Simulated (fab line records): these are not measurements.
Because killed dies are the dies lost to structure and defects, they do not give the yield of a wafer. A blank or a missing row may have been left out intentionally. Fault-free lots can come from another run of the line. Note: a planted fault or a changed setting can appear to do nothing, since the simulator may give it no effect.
fab line records ; flow sky130
[record] lots = 5; wafers = 15; last-day = 50
route steps=708 shown SD_P@327 RES_XHIGH@332 SD_N@342 SALICIDE@361 PAD_OPEN@708
lots that met no fault: taken from a fault-free run of the same line
start-h: start of the lot's first displayed wafer, in hours after the record's first day ; wait-h: hours from the lot's prior step to this one ; " as in the row above ; L1.1+2: several wafers, shown together as one row ; - no value, or no start was given ; * or withheld: withheld ; < > ~ a bound
route shown NAME@n: names a module that has steps shown in the file, with the first one's number in the route ; usual: mean/standard deviation of fault-free wafers ; same: alike in all rows ; chamber/n: place in a boat ; sites: each site's reading ; _std_site: their standard deviation ; _edge_site: the outer-site mean with the inner-site mean subtracted ; radius-mm: how far each site lies from the wafer's centre ; mask NAME#n: copy n ; behind: the last tool/chamber to shape the wafer ; hold: cause of the lot's hold/its duration in hours/its outcome ; device: transistor that didn't switch, given as n, p or np ; end of line: tests run on the same wafers once the route is complete ; for a step that has no rows: nothing shown but its recipe ; killed: not the wafer's yield, but the dies lost to structure and defects at the first sort ; map: a wafer's dies, x killed, . not, _ none there
set.NAME: setting as actually run; set.NAME@STEP: the setting as run at that earlier step ; model.NAME: the simulator's own value behind a step, which no gauge read
a table for each step, a row for each wafer; lots at some steps of the route
services: a tool's chamber out of use, with start hour (start-h, from the record's first day; less than 0 if before it), hours out, and reason
[[steps]]
[step SKY_SD_P_CD_MEAS_07]
[recipe] target-cd-nm = 380
[usual] cd-nm = 380.7/2.5
lot.wafer;tool;chamber;start-h;wait-h;cd-nm
L620.4;cd-sem-01;-;597.48;0.1;381.1
L620.5;cd-sem-01;-;597.48;0.1;381.9
L620.6;cd-sem-01;-;597.48;0.1;381.3
L629.3;cd-sem-02;-;664.05;0.1;381.3
L629.5;cd-sem-02;-;664.05;0.1;380.4
L629.6;cd-sem-02;-;664.05;0.1;382.2
L640.1;cd-sem-02;-;749.41;0.1;384.1
L640.3;cd-sem-02;-;749.41;0.1;383.6
L640.6;cd-sem-02;-;749.41;0.1;385.6
L641.1;cd-sem-01;-;758.90;0.1;379.5
L641.5;cd-sem-01;-;758.90;0.1;382.1
L641.6;cd-sem-01;-;758.90;0.1;378.4
L642.1;cd-sem-02;-;766.45;0.1;376.1
L642.5;cd-sem-02;-;766.45;0.1;377.3
L642.6;cd-sem-02;-;766.45;0.1;375.2
[step SKY_SD_P_OVL_MEAS_08]
[usual] SD_P_OVL = 0.3/1.5
lot.wafer;tool;chamber;start-h;wait-h;SD_P_OVL[nm]
L620.4;overlay-01;-;597.56;0.1;1.1
L620.5;overlay-01;-;597.56;0.1;-0.8
L620.6;overlay-01;-;597.56;0.1;-0.2
L629.3;overlay-02;-;664.14;0.1;2.7
L629.5;overlay-02;-;664.14;0.1;1.4
L629.6;overlay-02;-;664.14;0.1;0.4
L640.1;overlay-02;-;749.53;0.1;-0.8
L640.3;overlay-02;-;749.53;0.1;-2.0
L640.6;overlay-02;-;749.53;0.1;-1.2
L641.1;overlay-01;-;759.02;0.1;2.0
L641.5;overlay-01;-;759.02;0.1;3.0
L641.6;overlay-01;-;759.02;0.1;1.1
L642.1;overlay-01;-;766.57;0.1;-0.9
L642.5;overlay-01;-;766.57;0.1;1.9
L642.6;overlay-01;-;766.57;0.1;0.8
[step SKY_SD_P_IMPLANT_09]
[recipe] species = BF2; energy-kev = 20; dose-cm2 = 3e+15; tilt-deg = 0
[step SKY_SD_P_STRIP_10]
[recipe] chemistry = O2/N2; power-w = 1400; pressure-mtorr = 1500; platen-temp-c = withheld; o2-flow-sccm = 3000; n2-flow-sccm = 300; overash-fraction = 0.5
[usual] drypump-motor-current-A = 5.7/0.32; oes-product-au = 0.617/0.0043; strip-time-to-endpoint-s = 17.49/0.037
[same] overash-fraction = 0.5
lot.wafer;tool;chamber;start-h;wait-h;drypump-motor-current-A;oes-product-au;rf-hours-counter-h;strip-time-to-endpoint-s
L620.4;plasma-asher-01;0;597.76;0.1;5.9;0.613;-;17.53
L620.5;plasma-asher-01;0;597.76;0.1;5.9;0.618;-;17.54
L620.6;plasma-asher-01;1;597.76;0.1;5.8;0.620;-;17.55
L629.3;plasma-asher-01;0;664.34;0.1;5.9;0.616;-;17.46
L629.5;plasma-asher-01;0;664.34;0.1;5.9;0.614;-;17.48
L629.6;plasma-asher-01;1;664.34;0.1;5.8;0.623;-;17.45
L640.1;plasma-asher-02;0;749.71;0.1;6.0;0.615;86;17.44
L640.3;plasma-asher-02;1;749.71;0.1;5.7;0.618;-;17.52
L640.6;plasma-asher-02;0;749.71;0.1;6.0;0.622;-;17.43
L641.1;plasma-asher-04;0;759.34;0.1;5.7;0.620;34;17.53
L641.5;plasma-asher-04;1;759.34;0.1;5.0;0.615;-;17.54
L641.6;plasma-asher-04;0;759.34;0.1;5.7;0.616;-;17.55
L642.1;plasma-asher-04;1;766.75;0.1;5.0;0.621;35;17.49
L642.5;plasma-asher-04;1;766.75;0.1;5.0;0.627;-;17.50
L642.6;plasma-asher-04;0;766.75;0.1;5.8;0.609;-;17.51
[step SKY_SD_P_TW_MEAS_11]
[usual] SD_P_TW = 2845/16
lot.wafer;tool;chamber;start-h;wait-h;SD_P_TW
L620.4;film-metro-03;-;597.86;0.1;2862
L620.5;film-metro-03;-;597.86;0.1;2847
L620.6;film-metro-03;-;597.86;0.1;2841
L629.3;film-metro-01;-;664.43;0.1;2839
L629.5;film-metro-01;-;664.43;0.1;2816
L629.6;film-metro-01;-;664.43;0.1;2822
L640.1;film-metro-01;-;749.81;0.1;2838
L640.3;film-metro-01;-;749.81;0.1;2833
L640.6;film-metro-01;-;749.81;0.1;2848
L641.1;film-metro-04;-;759.44;0.1;2871
L641.5;film-metro-04;-;759.44;0.1;2870
L641.6;film-metro-04;-;759.44;0.1;2872
L642.1;film-metro-03;-;766.85;0.1;2845
L642.5;film-metro-03;-;766.85;0.1;2836
L642.6;film-metro-03;-;766.85;0.1;2851
[step SKY_RES_XHIGH_DEHYDRATE_00]
[recipe] temp-c = 200; time-s = 60
[step SKY_RES_XHIGH_HMDS_01]
[recipe] prime-time-s = 60; prime-temp-c = 120
[step SKY_RES_XHIGH_COAT_02]
[recipe] resist = NOVOLAK; spin-rpm = 3000; resist-thk-nm = 1140
[step SKY_RES_XHIGH_SOFTBAKE_03]
[recipe] temp-c = 90; time-s = 60; resist = NOVOLAK
[step SKY_RES_XHIGH_EXPOSE_04]
[recipe] mask-id = URPM; na = 0.6; source-shape = conventional; sigma-outer = 0.6; polarization = unpolarized; target-cd-nm = 1270; dose-mj = 140
[step SKY_RES_XHIGH_PEB_05]
[recipe] temp-c = withheld; time-s = *; resist = NOVOLAK
[step SKY_RES_XHIGH_DEVELOP_06]
[recipe] resist = NOVOLAK; developer = TMAH; develop-time-s = 60; dev-temp-c = 23
[step SKY_RES_XHIGH_IMPLANT_07]
[recipe] species = BF2; energy-kev = 20; dose-cm2 = 3.6e+14; tilt-deg = 0
[usual] beam-on-s = 36.5/2.5; end-station-pressure-torr = 5.25e-06/2.8e-07
lot.wafer;tool;chamber;start-h;wait-h;beam-on-s;end-station-pressure-torr
L620.4;implanter-03;0;626.03;0.1;40.3;5.19e-06
L620.5;implanter-03;0;626.03;0.1;39.9;5.46e-06
L620.6;implanter-03;0;626.03;0.1;41.1;5.26e-06
L629.3;implanter-02;0;691.67;0.1;36.4;5.25e-06
L629.5;implanter-02;0;691.67;0.1;36.0;5.58e-06
L629.6;implanter-02;0;691.67;0.1;36.3;5.31e-06
L640.1;implanter-02;0;776.26;0.1;35.8;5.22e-06
L640.3;implanter-02;0;776.26;0.1;36.7;4.78e-06
L640.6;implanter-02;0;776.26;0.1;35.8;5.09e-06
L641.1;implanter-03;0;786.11;0.1;40.2;5.26e-06
L641.5;implanter-03;0;786.11;0.1;39.1;5.25e-06
L641.6;implanter-03;0;786.11;0.1;39.2;5.37e-06
L642.1;implanter-01;0;792.55;0.1;32.5;4.87e-06
L642.5;implanter-01;0;792.55;0.1;33.4;5.06e-06
L642.6;implanter-01;0;792.55;0.1;32.5;5.26e-06
[step SKY_RES_XHIGH_STRIP_08]
[recipe] chemistry = O2/N2; power-w = 1400; pressure-mtorr = 1500; platen-temp-c = withheld; o2-flow-sccm = 3000; n2-flow-sccm = 300; overash-fraction = 0.5
[usual] drypump-motor-current-A = 5.87/0.091; oes-product-au = 0.711/0.0046; strip-time-to-endpoint-s = 14.27/0.037
[same] overash-fraction = 0.5
lot.wafer;tool;chamber;start-h;wait-h;drypump-motor-current-A;oes-product-au;rf-hours-counter-h;strip-time-to-endpoint-s
L620.4;plasma-asher-01;1;626.14;0.1;5.80;0.713;-;14.35
L620.5;plasma-asher-01;0;626.14;0.1;5.86;0.703;-;14.29
L620.6;plasma-asher-01;1;626.14;0.1;5.80;0.709;-;14.33
L629.3;plasma-asher-02;0;691.80;0.1;6.09;0.721;-;14.27
L629.5;plasma-asher-02;1;691.80;0.1;5.70;0.718;-;14.27
L629.6;plasma-asher-02;0;691.80;0.1;6.08;0.716;-;14.32
L640.1;plasma-asher-03;1;776.41;0.1;5.86;0.710;2;14.26
L640.3;plasma-asher-03;0;776.41;0.1;5.98;0.707;-;14.28
L640.6;plasma-asher-03;0;776.41;0.1;5.98;0.711;-;14.23
L641.1;plasma-asher-01;1;786.26;0.1;5.80;0.714;67;14.31
L641.5;plasma-asher-01;0;786.26;0.1;5.84;0.709;-;14.29
L641.6;plasma-asher-01;1;786.26;0.1;5.83;0.709;-;14.27
L642.1;plasma-asher-01;1;792.70;0.1;5.82;0.708;68;14.30
L642.5;plasma-asher-01;1;792.70;0.1;5.79;0.717;-;14.23
L642.6;plasma-asher-01;0;792.70;0.1;5.88;0.711;-;14.24
[step SKY_RES_XHIGH_TW_MEAS_09]
[usual] RES_XHIGH_TW = 1649/9.5
lot.wafer;tool;chamber;start-h;wait-h;RES_XHIGH_TW
L620.4;film-metro-01;-;626.24;0.1;1655
L620.5;film-metro-01;-;626.24;0.1;1651
L620.6;film-metro-01;-;626.24;0.1;1655
L629.3;film-metro-01;-;691.89;0.1;1610
L629.5;film-metro-01;-;691.89;0.1;1607
L629.6;film-metro-01;-;691.89;0.1;1613
L640.1;film-metro-04;-;776.51;0.1;1656
L640.3;film-metro-04;-;776.51;0.1;1655
L640.6;film-metro-04;-;776.51;0.1;1653
L641.1;film-metro-01;-;786.36;0.1;1652
L641.5;film-metro-01;-;786.36;0.1;1652
L641.6;film-metro-01;-;786.36;0.1;1651
L642.1;film-metro-04;-;792.80;0.1;1639
L642.5;film-metro-04;-;792.80;0.1;1640
L642.6;film-metro-04;-;792.80;0.1;1650
[step SKY_SD_N_DEHYDRATE_00]
[recipe] temp-c = 200; time-s = 60
[step SKY_SD_N_HMDS_01]
[recipe] prime-time-s = 60; prime-temp-c = 120
[step SKY_SD_N_COAT_02]
[recipe] resist = NOVOLAK; spin-rpm = 3000; resist-thk-nm = 1140
[step SKY_SD_N_SOFTBAKE_03]
[recipe] temp-c = 90; time-s = 60; resist = NOVOLAK
[step SKY_SD_N_EXPOSE_04]
[recipe] mask-id = NSDM; na = 0.6; source-shape = conventional; sigma-outer = 0.6; polarization = unpolarized; target-cd-nm = 380; dose-mj = 141
[step SKY_SD_N_PEB_05]
[recipe] temp-c = withheld; time-s = *; resist = NOVOLAK
[step SKY_SD_N_DEVELOP_06]
[recipe] resist = NOVOLAK; developer = TMAH; develop-time-s = 60; dev-temp-c = 23
[step SKY_SD_N_CD_MEAS_07]
[recipe] target-cd-nm = 380
[usual] cd-nm = 381.1/2.4
lot.wafer;tool;chamber;start-h;wait-h;cd-nm
L620.4;cd-sem-01;-;653.91;0.1;381.8
L620.5;cd-sem-01;-;653.91;0.1;377.7
L620.6;cd-sem-01;-;653.91;0.1;379.7
L629.3;cd-sem-01;-;719.61;0.1;381.0
L629.5;cd-sem-01;-;719.61;0.1;380.8
L629.6;cd-sem-01;-;719.61;0.1;382.7
L640.1;cd-sem-01;-;802.05;0.1;377.4
L640.3;cd-sem-01;-;802.05;0.1;375.4
L640.6;cd-sem-01;-;802.05;0.1;377.4
L641.1;cd-sem-01;-;812.62;0.1;381.0
L641.5;cd-sem-01;-;812.62;0.1;380.4
L641.6;cd-sem-01;-;812.62;0.1;380.7
L642.1;cd-sem-02;-;819.20;0.1;381.9
L642.5;cd-sem-02;-;819.20;0.1;380.1
L642.6;cd-sem-02;-;819.20;0.1;380.7
[step SKY_SD_N_OVL_MEAS_08]
[usual] SD_N_OVL = -1.0/1.5
lot.wafer;tool;chamber;start-h;wait-h;SD_N_OVL[nm]
L620.4;overlay-01;-;653.99;0.1;-1.1
L620.5;overlay-01;-;653.99;0.1;-0.9
L620.6;overlay-01;-;653.99;0.1;1.2
L629.3;overlay-01;-;719.70;0.1;-0.5
L629.5;overlay-01;-;719.70;0.1;-0.2
L629.6;overlay-01;-;719.70;0.1;-0.5
L640.1;overlay-01;-;802.17;0.1;0.4
L640.3;overlay-01;-;802.17;0.1;-0.3
L640.6;overlay-01;-;802.17;0.1;-1.2
L641.1;overlay-02;-;812.74;0.1;-2.2
L641.5;overlay-02;-;812.74;0.1;0.0
L641.6;overlay-02;-;812.74;0.1;-1.6
L642.1;overlay-02;-;819.32;0.1;-1.0
L642.5;overlay-02;-;819.32;0.1;-1.4
L642.6;overlay-02;-;819.32;0.1;-2.1
[step SKY_SD_N_IMPLANT_09]
[recipe] species = As; energy-kev = 50; dose-cm2 = 4e+15; tilt-deg = 0
[step SKY_SD_N_IMPLANT_10]
[recipe] species = P; energy-kev = 20; dose-cm2 = 1e+14; tilt-deg = 0
[step SKY_SD_N_STRIP_11]
[recipe] chemistry = O2/N2; power-w = 1400; pressure-mtorr = 1500; platen-temp-c = withheld; o2-flow-sccm = 3000; n2-flow-sccm = 300; overash-fraction = 0.5
[usual] drypump-motor-current-A = 5.6/0.35; oes-product-au = 0.527/0.0041; strip-time-to-endpoint-s = 22.54/0.042
[same] overash-fraction = 0.5
lot.wafer;tool;chamber;start-h;wait-h;drypump-motor-current-A;oes-product-au;rf-hours-counter-h;strip-time-to-endpoint-s
L620.4;plasma-asher-04;0;654.34;0.1;5.7;0.524;-;22.52
L620.5;plasma-asher-04;0;654.34;0.1;5.7;0.528;-;22.53
L620.6;plasma-asher-04;1;654.34;0.1;5.0;0.530;-;22.55
L629.3;plasma-asher-04;0;720.06;0.1;5.7;0.527;-;22.57
L629.5;plasma-asher-04;0;720.06;0.1;5.7;0.536;-;22.62
L629.6;plasma-asher-04;1;720.06;0.1;5.0;0.527;-;22.63
L640.1;plasma-asher-03;0;802.51;0.1;6.0;0.526;4;22.58
L640.3;plasma-asher-03;0;802.51;0.1;6.0;0.531;-;22.54
L640.6;plasma-asher-03;0;802.51;0.1;6.0;0.531;-;22.56
L641.1;plasma-asher-03;1;813.08;0.1;5.8;0.524;5;22.54
L641.5;plasma-asher-03;0;813.08;0.1;6.0;0.530;-;22.59
L641.6;plasma-asher-03;1;813.08;0.1;5.8;0.526;-;22.58
L642.1;plasma-asher-04;0;819.65;0.1;5.7;0.533;41;22.58
L642.5;plasma-asher-04;1;819.65;0.1;5.1;0.520;-;22.57
L642.6;plasma-asher-04;0;819.65;0.1;5.7;0.535;-;22.58
[step SKY_SD_N_TW_MEAS_12]
[usual] SD_N_TW = 4013/20
lot.wafer;tool;chamber;start-h;wait-h;SD_N_TW
L620.4;film-metro-04;-;654.43;0.1;4030
L620.5;film-metro-04;-;654.43;0.1;4010
L620.6;film-metro-04;-;654.43;0.1;4027
L629.3;film-metro-03;-;720.15;0.1;3994
L629.5;film-metro-03;-;720.15;0.1;4004
L629.6;film-metro-03;-;720.15;0.1;4000
L640.1;film-metro-01;-;802.61;0.1;3986
L640.3;film-metro-01;-;802.61;0.1;4009
L640.6;film-metro-01;-;802.61;0.1;4003
L641.1;film-metro-01;-;813.18;0.1;4008
L641.5;film-metro-01;-;813.18;0.1;4000
L641.6;film-metro-01;-;813.18;0.1;4015
L642.1;film-metro-04;-;819.75;0.1;4004
L642.5;film-metro-04;-;819.75;0.1;4002
L642.6;film-metro-04;-;819.75;0.1;4015
[step SKY_SD_N_CLEAN_13]
[recipe] chemistry = SC1/SC2; mix = 1:4:20; temp-c = 70; time-s = 150; dry = n2-spin
[step SKY_SD_N_RTA_14]
[recipe] temp-c = 1075; time-s = 2; idle-temp-c = 650; ramp-up-c-per-s = 150; ramp-down-c-per-s = 90; ambient = N2
[usual] anneal-temp-c-max = 1082.0/1.6; lamp-power-pct = 15.75/0.051; wafer_temp_C_max = 1077.9/1.4
lot.wafer;tool;chamber;start-h;wait-h;anneal-temp-c-max;lamp-power-pct;wafer_temp_C_max
L620.4;rtp-anneal-02;0;654.55;0.0;1083.6;15.76;1075.7
L620.5;rtp-anneal-02;0;654.55;0.0;1084.8;15.73;1077.6
L620.6;rtp-anneal-02;0;654.55;0.0;1085.6;15.68;1079.6
L629.3;rtp-anneal-01;0;720.26;0.0;1082.4;15.87;1077.1
L629.5;rtp-anneal-01;0;720.26;0.0;1081.6;15.71;1078.1
L629.6;rtp-anneal-01;0;720.26;0.0;1081.0;15.72;1080.1
L640.1;rtp-anneal-01;0;802.72;0.0;1080.1;15.73;1076.3
L640.3;rtp-anneal-01;0;802.72;0.0;1081.7;15.82;1076.4
L640.6;rtp-anneal-01;0;802.72;0.0;1080.1;15.77;1080.4
L641.1;rtp-anneal-02;0;813.29;0.0;1083.1;15.78;1078.2
L641.5;rtp-anneal-02;0;813.29;0.0;1083.0;15.79;1077.7
L641.6;rtp-anneal-02;0;813.29;0.0;1082.0;15.71;1076.5
L642.1;rtp-anneal-01;0;819.87;0.0;1079.3;15.66;1078.7
L642.5;rtp-anneal-01;0;819.87;0.0;1080.2;15.77;1075.8
L642.6;rtp-anneal-01;0;819.87;0.0;1082.5;15.78;1078.9
[step SKY_SD_N_RS_MEAS_16]
[recipe] thk-meas-gauge = four-point-probe
[usual] SD_N_RS = 68.58/0.11
lot.wafer;tool;chamber;start-h;wait-h;SD_N_RS[ohm/sq]
L620.4;film-metro-03;-;654.75;0.1;68.50
L620.5;film-metro-03;-;654.75;0.1;68.72
L620.6;film-metro-03;-;654.75;0.1;68.49
L629.3;film-metro-01;-;720.45;0.1;68.64
L629.5;film-metro-01;-;720.45;0.1;68.68
L629.6;film-metro-01;-;720.45;0.1;68.68
L640.1;film-metro-04;-;802.89;0.1;68.57
L640.3;film-metro-04;-;802.89;0.1;68.66
L640.6;film-metro-04;-;802.89;0.1;68.60
L641.1;film-metro-03;-;813.47;0.1;68.59
L641.5;film-metro-03;-;813.47;0.1;68.42
L641.6;film-metro-03;-;813.47;0.1;68.49
L642.1;film-metro-01;-;820.04;0.1;68.51
L642.5;film-metro-01;-;820.04;0.1;68.71
L642.6;film-metro-01;-;820.04;0.1;68.62
[step SKY_SD_N_RS_MEAS_17]
[recipe] thk-meas-gauge = four-point-probe
[usual] SD_P_RS = 147.1/0.39
lot.wafer;tool;chamber;start-h;wait-h;SD_P_RS[ohm/sq]
L620.4;film-metro-03;-;654.87;0.1;146.9
L620.5;film-metro-03;-;654.87;0.1;146.5
L620.6;film-metro-03;-;654.87;0.1;146.8
L629.3;film-metro-01;-;720.57;0.1;147.4
L629.5;film-metro-01;-;720.57;0.1;147.2
L629.6;film-metro-01;-;720.57;0.1;147.5
L640.1;film-metro-04;-;803.01;0.1;147.3
L640.3;film-metro-04;-;803.01;0.1;147.1
L640.6;film-metro-04;-;803.01;0.1;147.1
L641.1;film-metro-03;-;813.59;0.1;147.2
L641.5;film-metro-03;-;813.59;0.1;147.1
L641.6;film-metro-03;-;813.59;0.1;147.0
L642.1;film-metro-01;-;820.16;0.1;147.1
L642.5;film-metro-01;-;820.16;0.1;147.3
L642.6;film-metro-01;-;820.16;0.1;147.3
[step SKY_SD_N_RS_MEAS_18]
[recipe] thk-meas-gauge = four-point-probe
[usual] RES_XHIGH_RS = 333.3/1.2
lot.wafer;tool;chamber;start-h;wait-h;RES_XHIGH_RS[ohm/sq]
L620.4;film-metro-03;-;654.99;0.1;330.6
L620.5;film-metro-03;-;654.99;0.1;332.2
L620.6;film-metro-03;-;654.99;0.1;330.7
L629.3;film-metro-01;-;720.69;0.1;350.2
L629.5;film-metro-01;-;720.69;0.1;349.8
L629.6;film-metro-01;-;720.69;0.1;348.8
L640.1;film-metro-04;-;803.13;0.1;334.0
L640.3;film-metro-04;-;803.13;0.1;333.7
L640.6;film-metro-04;-;803.13;0.1;333.3
L641.1;film-metro-03;-;813.71;0.1;330.5
L641.5;film-metro-03;-;813.71;0.1;331.1
L641.6;film-metro-03;-;813.71;0.1;330.9
L642.1;film-metro-01;-;820.28;0.1;336.2
L642.5;film-metro-01;-;820.28;0.1;335.7
L642.6;film-metro-01;-;820.28;0.1;336.1
[step SKY_SALICIDE_CLEAN_00]
[recipe] chemistry = HF-last; time-s = 30; dilution = 100:1; dry = ipa-marangoni
[step SKY_PAD_OPEN_PROBE_99]
[usual] killed_at_M0_to_M3 = 41/6.2; killed_at_M4_up = 3.0/1.7; killed-at-contacts = 25/5.8; killed-at-front-end = 16/4.5; killed-at-other = 0.2/0.42; killed-dies = 85/8.4; killed-on-rim = 17/4.1; killed-open = 46/5.9; killed-short = 39/6.3
[same] gross-dies = 492; killed-at-back-side = 0
lot.wafer;tool;chamber;start-h;wait-h;killed_at_M0_to_M3;killed_at_M4_up;killed-at-contacts;killed-at-front-end;killed-at-other;killed-dies;killed-on-rim;killed-open;killed-short;model.etest.res-xhigh-po.rs-ohm-sq-range
L620.4;prober-02;-;1083.34;0.2;38;4;22;19;0;83;15;45;38;73.25
L620.5;prober-02;-;1083.39;0.2;50;6;18;16;0;90;20;49;41;83.03
L620.6;prober-02;-;1083.44;0.2;43;6;23;20;1;93;13;48;45;95.23
L629.3;prober-01;-;1131.75;0.2;42;3;22;19;1;87;15;41;46;2405
L629.5;prober-01;-;1131.85;0.2;44;4;13;10;0;71;17;38;32;2438
L629.6;prober-01;-;1131.90;0.2;45;2;39;11;0;97;12;51;45;2347
L640.1;prober-01;-;1186.97;0.1;33;6;32;20;0;91;17;44;44;82.85
L640.3;prober-01;-;1187.07;0.2;50;3;21;17;0;91;17;45;45;83.49
L640.6;prober-01;-;1187.22;0.2;43;2;22;14;0;81;14;48;33;80.3
L641.1;prober-01;-;1191.57;0.1;33;4;27;19;0;83;14;43;40;98.94
L641.5;prober-01;-;1191.77;0.2;34;2;22;21;0;79;13;43;36;91.23
L641.6;prober-01;-;1191.82;0.2;43;1;23;13;1;81;11;39;41;96.19
L642.1;prober-02;-;1197.34;0.1;51;1;29;11;0;92;13;41;51;63.06
L642.5;prober-02;-;1197.54;0.2;39;3;23;21;0;86;17;43;42;48.48
L642.6;prober-02;-;1197.59;0.2;46;2;29;16;1;94;14;50;42;87.68
// killed by level:class
L620.4 VIA1:geometric-particle:open=7 VIA3:geometric-particle:open=7 VIA2:geometric-particle:open=6 CONTACT:geometric-particle:open=5 POLY_GATE:geometric-particle:open=5 POLY_GATE:geometric-particle:short=5 LOCAL_INTERCONNECT:geometric-particle:short=5 FIELD_ISO:geometric-particle:short=4
L620.5 VIA1:geometric-particle:open=13 VIA3:geometric-particle:open=11 METAL1:geometric-particle:short=8 CONTACT:geometric-particle:open=6 LOCAL_INTERCONNECT:geometric-particle:short=5 VIA2:geometric-particle:open=5 POLY_GATE:geometric-particle:short=4 LI_CONTACT:geometric-particle:open=4
L620.6 CONTACT:geometric-particle:open=13 VIA1:geometric-particle:open=11 POLY_GATE:geometric-particle:short=6 VIA1:geometric-particle:short=5 VIA3:geometric-particle:open=5 VIA2:geometric-particle:open=5 FIELD_ISO:geometric-particle:short=4 METAL3:geometric-particle:short=4
L629.3 VIA1:geometric-particle:open=12 CONTACT:geometric-particle:open=7 VIA2:geometric-particle:open=6 FIELD_ISO:geometric-particle:open=5 POLY_GATE:geometric-particle:short=5 LOCAL_INTERCONNECT:geometric-particle:short=5 METAL2:geometric-particle:short=5 VIA1:geometric-particle:short=5
L629.5 VIA1:geometric-particle:open=17 METAL2:geometric-particle:short=7 CONTACT:geometric-particle:short=6 POLY_GATE:geometric-particle:open=4 CONTACT:geometric-particle:open=4 VIA1:geometric-particle:short=4 FIELD_ISO:geometric-particle:short=3 VIA2:geometric-particle:open=3
L629.6 CONTACT:geometric-particle:open=15 LI_CONTACT:geometric-particle:open=12 VIA1:geometric-particle:open=10 VIA1:geometric-particle:short=6 CONTACT:geometric-particle:short=6 METAL1:geometric-particle:short=5 VIA2:geometric-particle:short=5 POLY_GATE:geometric-particle:open=4
L640.1 CONTACT:geometric-particle:open=15 FIELD_ISO:geometric-particle:open=5 POLY_GATE:geometric-particle:short=5 LOCAL_INTERCONNECT:geometric-particle:short=5 VIA1:geometric-particle:open=5 METAL4:geometric-particle:short=5 POLY_GATE:geometric-particle:open=4 LI_CONTACT:geometric-particle:open=4
L640.3 VIA2:geometric-particle:open=10 METAL1:geometric-particle:short=9 VIA3:geometric-particle:short=8 CONTACT:geometric-particle:open=8 POLY_GATE:geometric-particle:open=6 VIA1:geometric-particle:open=5 VIA3:geometric-particle:open=5 VIA1:geometric-particle:short=4
L640.6 CONTACT:geometric-particle:open=12 VIA1:geometric-particle:open=10 VIA3:geometric-particle:open=8 VIA2:geometric-particle:short=6 FIELD_ISO:geometric-particle:short=5 VIA2:geometric-particle:open=5 POLY_GATE:geometric-particle:open=4 VIA3:geometric-particle:short=4
L641.1 LI_CONTACT:geometric-particle:open=8 CONTACT:geometric-particle:open=7 VIA1:geometric-particle:open=7 FIELD_ISO:geometric-particle:short=6 FIELD_ISO:geometric-particle:open=5 LOCAL_INTERCONNECT:geometric-particle:short=5 METAL2:geometric-particle:short=5 VIA2:geometric-particle:short=5
L641.5 CONTACT:geometric-particle:open=12 FIELD_ISO:geometric-particle:open=7 VIA2:geometric-particle:open=7 FIELD_ISO:geometric-particle:short=6 VIA1:geometric-particle:open=6 CONTACT:geometric-particle:short=5 VIA1:geometric-particle:short=5 VIA3:geometric-particle:open=5
L641.6 CONTACT:geometric-particle:open=11 VIA1:geometric-particle:open=10 METAL1:geometric-particle:short=9 LI_CONTACT:geometric-particle:open=5 VIA3:geometric-particle:open=5 FIELD_ISO:geometric-particle:short=4 POLY_GATE:geometric-particle:short=4 VIA3:geometric-particle:short=4
L642.1 CONTACT:geometric-particle:open=10 METAL2:geometric-particle:short=9 VIA3:geometric-particle:open=9 FIELD_ISO:geometric-particle:short=7 METAL1:geometric-particle:short=7 VIA1:geometric-particle:open=7 CONTACT:geometric-particle:short=6 LI_CONTACT:geometric-particle:open=5
L642.5 CONTACT:geometric-particle:open=8 METAL1:geometric-particle:short=7 VIA1:geometric-particle:open=7 FIELD_ISO:geometric-particle:short=6 FIELD_ISO:geometric-particle:open=5 LOCAL_INTERCONNECT:geometric-particle:short=5 POLY_GATE:geometric-particle:open=5 LI_CONTACT:geometric-particle:open=5
L642.6 CONTACT:geometric-particle:open=12 VIA1:geometric-particle:open=11 LI_CONTACT:geometric-particle:short=6 VIA2:geometric-particle:open=6 FIELD_ISO:geometric-particle:short=5 POLY_GATE:geometric-particle:open=5 LOCAL_INTERCONNECT:geometric-particle:short=5 VIA3:geometric-particle:open=5
[[services]]
tool;chamber;start-h;hours;kind
plasma-asher-02;-;585.15;2.8;pm
implanter-01;-;586.31;3.4;pm
implanter-02;-;586.41;3.4;repair
plasma-asher-02;-;599.15;7.2;repair
plasma-asher-01;-;626.76;2.8;pm
plasma-asher-01;-;647.84;2.0;repair
implanter-01;-;680.47;1.7;repair
plasma-asher-02;-;681.34;8.2;repair
plasma-asher-01;-;684.47;0.5;repair
implanter-03;-;686.66;3.2;pm
plasma-asher-03;-;712.77;6.4;repair
plasma-asher-03;-;733.75;9.0;pm
plasma-asher-03;0;733.75;9.0;vent-cycle
plasma-asher-03;1;733.75;9.0;vent-cycle
plasma-asher-03;0;742.75;-;clean
plasma-asher-03;1;742.75;-;clean
implanter-01;-;745.53;33.7;pm
plasma-asher-03;-;762.36;8.8;repair
implanter-03;-;780.98;1.4;repair
implanter-03;-;790.14;2.9;repair
rtp-anneal-02;-;793.01;4.6;pm
plasma-asher-03;-;795.80;2.8;repair
implanter-03;-;811.76;13.8;repair
[[key]]
[first-sign] step = SKY_RES_XHIGH_TW_MEAS_09; reading = RES_XHIGH_TW; direction = down; sigmas = 4.1; usual = 1649; struck = 1610
[effect] step = SKY_SD_N_RS_MEAS_18; reading = RES_XHIGH_RS; direction = up; sigmas = 13; usual = 333.3; struck = 349.6
[model-effect] step = SKY_PAD_OPEN_PROBE_99; value = etest.res-xhigh-po.rs-ohm-sq-range; without = 105.5; struck = 2397
met-at SKY_RES_XHIGH_IMPLANT_07
struck-wafers L629.3,L629.5,L629.6
tester-left-out L629
also-fits SKY_SD_P_STRIP_10:plasma-asher-01,SKY_RES_XHIGH_STRIP_08:plasma-asher-02
[fault] kind = process-parameter-drift; tool = implanter-02; chamber = -; onset-h = 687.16; steps = SKY_RES_XHIGH_IMPLANT_07; channel = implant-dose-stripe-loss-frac; offset = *; shape = step; end-h = 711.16
// tester-left-out: of these lots the tester's yield and bins aren't shown, on N5 and GAA mostly nor the transistor test; their killed dies are dies lost to structure and defects alone, not to doping, threshold or leakage, so they don't give the yield
